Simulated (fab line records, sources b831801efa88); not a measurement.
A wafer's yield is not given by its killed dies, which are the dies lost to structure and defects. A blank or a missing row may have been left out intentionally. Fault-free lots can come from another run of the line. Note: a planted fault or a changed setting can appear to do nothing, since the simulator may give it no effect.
fab line records    flow sky130    part 2 of 2: steps 28 to 40 of 40
[record] lots = 5  wafers = 15  lastDay = 49
route steps=708 shown VIA3@589 METAL4@598 CAP2M@603
lots with no fault: from the same line, run without faults
startH: start of the lot's first displayed wafer, in hours after the record's first day    waitH: hours since the lot's step before    " as in the row above    L1.1+2: a single row standing in for several wafers    - no value, or no start given    * or withheld: withheld    < > ~ a bound
route shown NAME@n: names a module that has steps shown in the file, with the first one's number in the route    usual: mean/standard deviation taken from wafers without a fault    same: alike in all rows    chamber/n: place in a boat    sites: each site's reading    _std_site: the values' standard deviation    _edge_site: outer sites' mean less inner sites'    radiusMm: how far each site lies from the wafer's centre    mask NAME#n: copy n    behind: the last tool/chamber to shape the wafer    hold: why the lot was held/for how many hours/how that ended    device: the n, p or np transistor that did not switch    end of line: the same wafers' tests at the end of the route    a step given without rows: its recipe and nothing more    killed: the dies lost at the first sort to structure and to defects; this is not the yield of the wafer    map: a wafer's dies, x killed, . not, _ none there
set.NAME: the setting that was run; set.NAME@STEP: the one run at that earlier step    model.NAME: the simulator's own value behind a step, which no gauge read
a table for each step, a row for each wafer; lots at some steps of the route
services: from which hour (startH, from the record's first day; less than 0 if before it) a tool's chamber was out of use, for how many hours, and why
[[steps]]
[step SKY_CAP2M_METAL_ETCH_13]
[recipe] targetDepthNm = 220  stopOn = SiO2  chemistry = Cl2/BCl3  target = TiN  pressureMtorr = 10  icpW = 900  biasW = 48.5  Cl2_flow_sccm = 60  bcl3FlowSccm = 30  timeS = 62.9
[usual] drypumpMotorCurrentA = 5.3/0.67  mfcCl2Sccm = 59.98/0.17  oesProductAu = 0.942/0.0062  rfFwdPowerW = 891/3.3  throttleValvePct = 21.902/0.0089
lot.wafer  tool         chamber  startH   waitH  drypumpMotorCurrentA  mfcCl2Sccm  oesProductAu  rfFwdPowerW  rfHoursCounterH  throttleValvePct
L077.2     rieMetal-01  1        994.90   0.0    4.7                   59.78       0.952         898          17               21.892
L077.4     "            0        "        "      5.0                   60.07       0.945         890          -                21.888
L077.5     "            0        "        "      5.0                   59.74       0.949         893          -                21.899
L082.1     rieMetal-01  1        1031.00  0.0    4.7                   60.08       0.949         897          19               21.904
L082.2     "            0        "        "      5.0                   59.89       0.947         895          6                21.910
L082.3     "            0        "        "      5.0                   60.10       0.945         891          -                21.906
L087.1     rieMetal-04  1        1059.47  0.0    5.1                   59.75       0.939         887          6                21.891
L087.4     "            0        "        "      5.8                   59.94       0.938         893          -                21.885
L087.5     "            0        "        "      5.7                   59.92       0.947         890          -                21.914
L088.3     rieMetal-04  0        1062.55  0.0    5.7                   59.89       0.940         886          -                21.900
L088.5     "            1        "        "      5.0                   59.86       0.942         894          -                21.908
L088.6     "            0        "        "      5.8                   60.00       0.945         885          -                21.907
L093.3     rieMetal-01  1        1083.27  0.0    4.7                   60.20       0.937         890          -                21.902
L093.4     "            0        "        "      5.0                   59.82       0.941         893          -                21.904
L093.5     "            0        "        "      5.1                   59.65       0.943         891          -                21.900
[step SKY_CAP2M_STRIP_14]
[recipe] chemistry = O2/N2  powerW = 1400  pressureMtorr = 1500  platenTempC = withheld  o2FlowSccm = 3000  n2FlowSccm = 300  overashFraction = 0.5
[usual] drypumpMotorCurrentA = 5.77/0.17  oesProductAu = 0.710/0.005  stripTimeToEndpointS = 12.63/0.04
lot.wafer  tool            chamber  startH   waitH  drypumpMotorCurrentA  oesProductAu  rfHoursCounterH  stripTimeToEndpointS
L077.2     plasmaAsher-01  1        994.97   0.1    5.77                  0.714         25               12.65
L077.4     "               1        "        "      5.76                  0.717         -                12.62
L077.5     "               1        "        "      5.76                  0.716         -                12.66
L082.1     plasmaAsher-02  1        1031.07  0.1    5.88                  0.707         124              12.61
L082.2     "               0        "        "      5.55                  0.710         124              12.64
L082.3     "               0        "        "      5.53                  0.697         -                12.60
L087.1     plasmaAsher-03  1        1059.55  0.1    5.54                  0.711         90               12.61
L087.4     "               0        "        "      6.04                  0.723         -                12.60
L087.5     "               0        "        "      6.06                  0.707         -                12.64
L088.3     plasmaAsher-03  1        1062.63  0.1    5.55                  0.716         -                12.70
L088.5     "               0        "        "      6.05                  0.713         -                12.69
L088.6     "               1        "        "      5.51                  0.715         -                12.68
L093.3     plasmaAsher-01  0        1083.36  0.1    5.85                  0.704         -                12.59
L093.4     "               1        "        "      5.77                  0.706         -                12.61
L093.5     "               0        "        "      5.83                  0.710         -                12.65
[step SKY_CAP2M_STRIP_15]
[recipe] chemistry = postEtchResidueRemover  timeS = 1200  tempC = 72.5
lot.wafer   tool         chamber  startH   waitH
L077.2+4+5  wetBench-01  1        995.07   0.1
L082.1+2+3  wetBench-03  3        1031.17  0.1
L087.1+4+5  wetBench-04  1        1059.65  0.1
L088.3+5+6  wetBench-04  2        1062.70  0.0
L093.3+4+5  wetBench-03  2        1083.42  0.0
[step SKY_CAP2M_CLEAN_16]
[recipe] chemistry = IPA  timeS = 180  tempC = 25
lot.wafer   tool         chamber  startH   waitH
L077.2+4+5  wetBench-04  3        995.45   0.0
L082.1+2+3  wetBench-03  0        1031.86  0.0
L087.1+4+5  wetBench-04  0        1059.99  0.0
L088.3+5+6  wetBench-03  1        1063.04  0.0
L093.3+4+5  wetBench-01  3        1083.76  0.0
[step SKY_CAP2M_CLEAN_17]
[recipe] chemistry = O3/DIW  dry = n2Spin
lot.wafer   tool         chamber  startH   waitH
L077.2+4+5  wetBench-03  0        995.51   0.0
L082.1+2+3  wetBench-04  3        1031.97  0.0
L087.1+4+5  wetBench-01  1        1060.07  0.0
L088.3+5+6  wetBench-01  3        1063.16  0.0
L093.3+4+5  wetBench-03  1        1083.82  0.0
[step SKY_METAL4_DEHYDRATE_05]
[recipe] tempC = 200  timeS = 60
lot.wafer   tool           chamber  startH   waitH
L077.2+4+5  lithoTrack-02  0        1005.22  9.6
L082.1+2+3  lithoTrack-01  0        1043.36  11.2
L087.1+4+5  lithoTrack-04  0        1070.14  10.0
L088.3+5+6  lithoTrack-02  0        1072.85  9.6
L093.3+4+5  lithoTrack-04  0        1093.59  9.7
[step SKY_METAL4_HMDS_06]
[recipe] primeTimeS = 60  primeTempC = 119.3
[usual] primeTempC = 119.31/0.13
lot.wafer  tool           chamber  startH   waitH  primeTempC
L077.2     lithoTrack-02  0        1005.37  0.1    119.45
L077.4     "              0        "        "      119.45
L077.5     "              0        "        "      119.44
L082.1     lithoTrack-01  0        1043.51  0.1    119.21
L082.2     "              0        "        "      119.50
L082.3     "              0        "        "      119.46
L087.1     lithoTrack-04  0        1070.29  0.1    119.34
L087.4     "              0        "        "      119.44
L087.5     "              0        "        "      119.37
L088.3     lithoTrack-02  0        1073.00  0.1    119.28
L088.5     "              0        "        "      119.24
L088.6     "              0        "        "      119.44
L093.3     lithoTrack-04  0        1093.74  0.1    119.46
L093.4     "              0        "        "      119.32
L093.5     "              0        "        "      119.31
[step SKY_METAL4_COAT_07]
[recipe] resist = BARC  tempC = withheld  timeS = withheld  spinRpm = 3000  resistThkNm = 60
lot.wafer   tool           chamber  startH   waitH
L077.2+4+5  lithoTrack-02  0        1005.52  0.1
L082.1+2+3  lithoTrack-01  0        1043.66  0.1
L087.1+4+5  lithoTrack-04  0        1070.44  0.1
L088.3+5+6  lithoTrack-02  0        1073.15  0.1
L093.3+4+5  lithoTrack-04  0        1093.89  0.1
[step SKY_METAL4_COAT_08]
[recipe] resist = KrF-thick  spinRpm = 3000  resistThkNm = 1140
lot.wafer   tool           chamber  startH  waitH
L077.2+4+5  lithoTrack-02  0        -       -
L082.1+2+3  lithoTrack-01  0        -       -
L087.1+4+5  lithoTrack-04  0        -       -
L088.3+5+6  lithoTrack-02  0        -       -
L093.3+4+5  lithoTrack-04  0        -       -
[step SKY_METAL4_SOFTBAKE_09]
[recipe] tempC = 100  timeS = 90  resist = KrF-thick
lot.wafer   tool           chamber  startH  waitH
L077.2+4+5  lithoTrack-02  0        -       -
L082.1+2+3  lithoTrack-01  0        -       -
L087.1+4+5  lithoTrack-04  0        -       -
L088.3+5+6  lithoTrack-02  0        -       -
L093.3+4+5  lithoTrack-04  0        -       -
[step SKY_METAL4_EXPOSE_10]
[recipe] maskId = MM4  na = 0.68  sourceShape = annular  sigmaInner = 0.4  sigmaOuter = 0.8  targetCdNm = 300  doseMj = 28
lot.wafer   tool           chamber  startH  waitH  mask
L077.2+4+5  krfScanner-02  0        -       -      MM4#0
L082.1+2+3  krfScanner-01  0        -       -      MM4#0
L087.1+4+5  krfScanner-01  0        -       -      MM4#0
L088.3+5+6  krfScanner-01  0        -       -      MM4#0
L093.3+4+5  krfScanner-01  0        -       -      MM4#0
[step SKY_METAL4_PEB_11]
[recipe] pebTempC = withheld  pebTimeS = withheld  resist = KrF-thick
lot.wafer   tool           chamber  startH  waitH
L077.2+4+5  lithoTrack-01  0        -       -
L082.1+2+3  lithoTrack-02  0        -       -
L087.1+4+5  lithoTrack-01  0        -       -
L088.3+5+6  lithoTrack-02  0        -       -
L093.3+4+5  lithoTrack-02  0        -       -
[step SKY_METAL4_DEVELOP_12]
[recipe] developTimeS = 60  resist = KrF-thick  devTempC = 21
lot.wafer   tool           chamber  startH  waitH
L077.2+4+5  lithoTrack-01  0        -       -
L082.1+2+3  lithoTrack-02  0        -       -
L087.1+4+5  lithoTrack-01  0        -       -
L088.3+5+6  lithoTrack-02  0        -       -
L093.3+4+5  lithoTrack-02  0        -       -
[[services]]
tool             chamber  startH   hours  kind
plasmaAsher-02   -        950.47   0.4    repair
wetBench-02      -        954.45   1.9    pm
plasmaAsher-03   -        955.74   1.0    repair
plasmaAsher-03   -        958.38   2.8    pm
pvdSputter-04    -        964.83   0.5    repair
ilineStepper-02  -        966.74   8.5    repair
krfScanner-01    -        966.76   0.2    repair
rieMetal-04      0        978.12   3.9    repair
cmp-02           -        978.58   4.5    repair
krfScanner-01    -        980.65   3.1    repair
rieMetal-01      -        997.18   0.3    repair
cmp-02           -        999.97   1.1    repair
pvdSputter-01    -        1005.36  0.5    repair
krfScanner-01    -        1012.08  0.8    pm
rieMetal-04      1        1013.16  6.1    repair
krfScanner-01    -        1037.29  4.0    pm
plasmaAsher-03   -        1040.01  7.5    repair
krfScanner-01    -        1045.50  1.0    pm
ilineStepper-01  -        1049.27  1.7    pm
ilineStepper-01  -        1051.72  2.1    pm
cvdW-02          -        1054.81  3.5    repair
krfScanner-01    -        1071.88  1.3    pm
wetBench-02      -        1074.00  7.4    repair
pvdSputter-02    -        1087.76  4.4    repair
